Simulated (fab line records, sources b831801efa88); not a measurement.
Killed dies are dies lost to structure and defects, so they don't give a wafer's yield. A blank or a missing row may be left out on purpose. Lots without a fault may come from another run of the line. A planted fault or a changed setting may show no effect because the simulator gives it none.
One fault seen from 2 desks | flow sky130 | each desk has only its own numbers; what lay behind them comes last

THE METROLOGY DESK
What the gauges read, lot by lot, whatever tool the lot ran on: means of the sampled wafers that have a number. A lot is out of limits, marked OUT, if its mean lies more than 4 standard deviations from the usual mean; the brackets give that distance.
Columns: A = VIA1_BOW at SKY_VIA1_BOW_MEAS_03, usual 78 um; B = METAL2_ALCU_RS at SKY_METAL2_RS_MEAS_05, usual 0.1272 ohm/sq
lot  | first seen here | A  | B
L481 | day 32 22:16    | 78 | 0.1263
L482 | day 33 09:22    | 78 | 0.1271
L483 | day 33 17:05    | 72 | 0.1279
L484 | day 33 17:55    | 73 | 0.1287
L486 | day 34 13:47    | 73 | 0.1269
L490 | day 36 04:22    | 79 | 0.0648 (-45) OUT
L491 | day 36 13:58    | 82 | 0.0659 (-44) OUT
L494 | day 37 08:12    | 75 | 0.1278
L496 | day 37 20:18    | 85 | 0.1274
L497 | day 38 05:37    | 72 | 0.1262
L499 | day 38 19:11    | 75 | 0.1279
L502 | day 39 12:46    | 82 | 0.1276
L503 | day 39 15:43    | 83 | 0.1302
L504 | day 40 07:19    | 70 | 0.1261
This desk's finding: out of limits on L490, L491; first on L490, day 37 07:39 (METAL2_ALCU_RS at SKY_METAL2_RS_MEAS_05). In limits: L481, L482, L483, L484, L486, L494, L496, L497, L499, L502, L503, L504.

THE TOOL OWNER'S DESK: pvd_sputter-01
The tool's own readings at SKY_METAL2_SPUTTER_02 (material AlCu, target thk 250 nm, time 13.3 s): means of the sampled wafers that have a number, for each lot that ran on this tool. A lot is out of limits, marked OUT, if its mean lies more than 4 standard deviations from the usual mean; the brackets give that distance.
Columns: A = throttle_valve_pct at SKY_METAL2_SPUTTER_02, usual 29.8 %
lot  | first seen here | A
L482 | day 34 13:10    | 29.6
L484 | day 34 22:10    | 29.6
L490 | day 37 07:34    | 28.9
L491 | day 37 16:34    | 28.8
L502 | day 40 15:07    | 29.6
L504 | day 41 09:24    | 29.5
This desk's finding: nothing out of limits on any of the 6 lots.

PUT TOGETHER
The metrology desk could have raised an alarm at day 37 07:39, on L490, L491.
The tool owner's desk saw nothing out of limits.
The tool owner's desk has L490, L491 on record, within its limits.
Of the lots named, all ran SKY_METAL2_SPUTTER_02 on pvd_sputter-01.

WHAT THE SIMULATOR HAD PUT IN
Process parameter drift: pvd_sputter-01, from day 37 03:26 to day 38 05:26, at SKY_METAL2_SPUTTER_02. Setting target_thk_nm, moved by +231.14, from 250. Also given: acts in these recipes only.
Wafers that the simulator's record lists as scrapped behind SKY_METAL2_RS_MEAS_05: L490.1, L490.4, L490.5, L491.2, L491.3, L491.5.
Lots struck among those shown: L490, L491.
Hours from the fault's start to each desk's first reading out of limits: the metrology desk, 4.
